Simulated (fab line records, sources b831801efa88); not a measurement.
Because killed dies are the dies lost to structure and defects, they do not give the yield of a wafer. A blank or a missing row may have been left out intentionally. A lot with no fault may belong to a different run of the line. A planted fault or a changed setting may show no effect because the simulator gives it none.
A single fault, viewed from 2 desks ; flow sky130 ; what lay behind the numbers comes last; until then each desk has only its own

== THE TOOL OWNER'S DESK: pvdSputter-01 ==
The tool's own readings at SKY_METAL3_SPUTTER_03 (material Ti, target thk 5 nm, time 3.3 s): means of the sampled wafers that have a number, for each lot that ran on this tool. Any lot whose mean is over 4 standard deviations away from the usual mean is out of limits and marked OUT; that distance is given in the brackets.
Columns: A = throttleValvePct at SKY_METAL3_SPUTTER_03, usual 29.8 %
lot;first seen here;A
L866;day 37 08:50;30.1
L874;day 39 21:12;30.1
L876;day 40 06:57;29.9
Finding of this desk: none of the 3 lots has anything out of limits.

== THE METROLOGY DESK ==
What the gauges read, lot by lot, whatever tool the lot ran on: means of the sampled wafers that have a number. Any lot whose mean is over 4 standard deviations away from the usual mean is out of limits and marked OUT; that distance is given in the brackets.
Columns: A = VIA2_W_RS at SKY_VIA2_RS_MEAS_22, usual 0.271 ohm/sq; B = VIA2_W_THK at SKY_VIA2_THK_MEAS_23, usual 426 nm
lot;first seen here;A;B
L864;day 37 03:56;0.273;424
L866;day 37 08:20;0.267;433
L874;day 39 20:39;0.268;431
L876;day 40 06:04;0.270;431
L883;day 42 08:02;0.271;421
L885;day 42 21:04;0.270;424
Finding of this desk: none of the 6 lots has anything out of limits.

== BROUGHT TOGETHER ==
Nothing out of limits was seen by the tool owner's desk.
Nothing out of limits was seen by the metrology desk.

== WHAT WAS PUT IN BY THE SIMULATOR ==
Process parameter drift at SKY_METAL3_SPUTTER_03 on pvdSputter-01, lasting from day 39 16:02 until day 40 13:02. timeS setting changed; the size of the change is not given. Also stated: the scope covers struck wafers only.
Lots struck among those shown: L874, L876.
